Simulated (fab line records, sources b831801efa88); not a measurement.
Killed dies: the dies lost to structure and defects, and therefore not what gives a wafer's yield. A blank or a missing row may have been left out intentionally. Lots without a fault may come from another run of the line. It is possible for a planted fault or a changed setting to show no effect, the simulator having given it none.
A single fault, viewed from 2 desks	flow gf180mcu	each desk has only its own numbers; what lay behind them comes last

## THE TOOL OWNER'S DESK: pecvd-02
The tool's own readings at GF_CONTACT_CVD_02 (deposits SiO2 from TEOS, target thk 860 nm, time 95.992 s): means of the sampled wafers that have a number, for each lot that ran on this tool. Any lot whose mean is over 4 standard deviations away from the usual mean is out of limits and marked OUT; that distance is given in the brackets.
Columns: A = heater-power-w at GF_CONTACT_CVD_02, usual 708 W
lot	first seen here	A
L205	day 16 16:43	731
L207	day 17 04:38	752
L218	day 21 11:14	815
L219	day 21 16:49	882
Finding of this desk: none of the 4 lots has anything out of limits.

## AT THE METROLOGY DESK
Means of the sampled wafers that have a number, per lot and without regard to the tool the lot ran on: this is what the gauges read. Any lot whose mean is over 4 standard deviations away from the usual mean is out of limits and marked OUT; that distance is given in the brackets.
Columns: A = CONTACT_CVD_02_THK at GF_CONTACT_THK_MEAS_03, usual 858 nm; B = CONTACT_W_RS at GF_CONTACT_RS_MEAS_25, usual 0.382 ohm/sq
lot	first seen here	A	B
L201	day 15 01:55	855	0.376
L202	day 15 12:53	850	0.384
L204	day 16 06:37	871	0.382
L205	day 16 16:47	861	0.380
L207	day 17 04:43	850	0.384
L210	day 18 10:56	860	0.382
L213	day 19 13:48	866	0.381
L218	day 21 11:20	687 (-14) OUT	0.382
L219	day 21 16:55	774 (-7.0) OUT	0.381
L221	day 22 08:01	861	0.377
L222	day 22 18:14	864	0.375
L224	day 23 06:49	870	0.382
Per this desk, out of limits: L218, L219; the first was L218, day 21 11:20 (CONTACT_CVD_02_THK at GF_CONTACT_THK_MEAS_03). Within limits: L201, L202, L204, L205, L207, L210, L213, L221, L222, L224.

## ALL TOGETHER
L218, L219 would have let the metrology desk raise an alarm at day 21 11:20.
The tool owner's desk saw nothing out of limits.
On record at the tool owner's desk: L218, L219, within its limits.
The lots listed all ran GF_CONTACT_CVD_02 on pecvd-02.

## WHAT HAD BEEN PUT IN BY THE SIMULATOR
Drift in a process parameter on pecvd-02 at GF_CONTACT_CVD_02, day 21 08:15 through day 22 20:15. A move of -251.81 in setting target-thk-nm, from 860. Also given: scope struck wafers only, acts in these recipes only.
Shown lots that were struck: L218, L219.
Delay in hours, fault start to first out-of-limits reading, per desk: metrology desk 3.
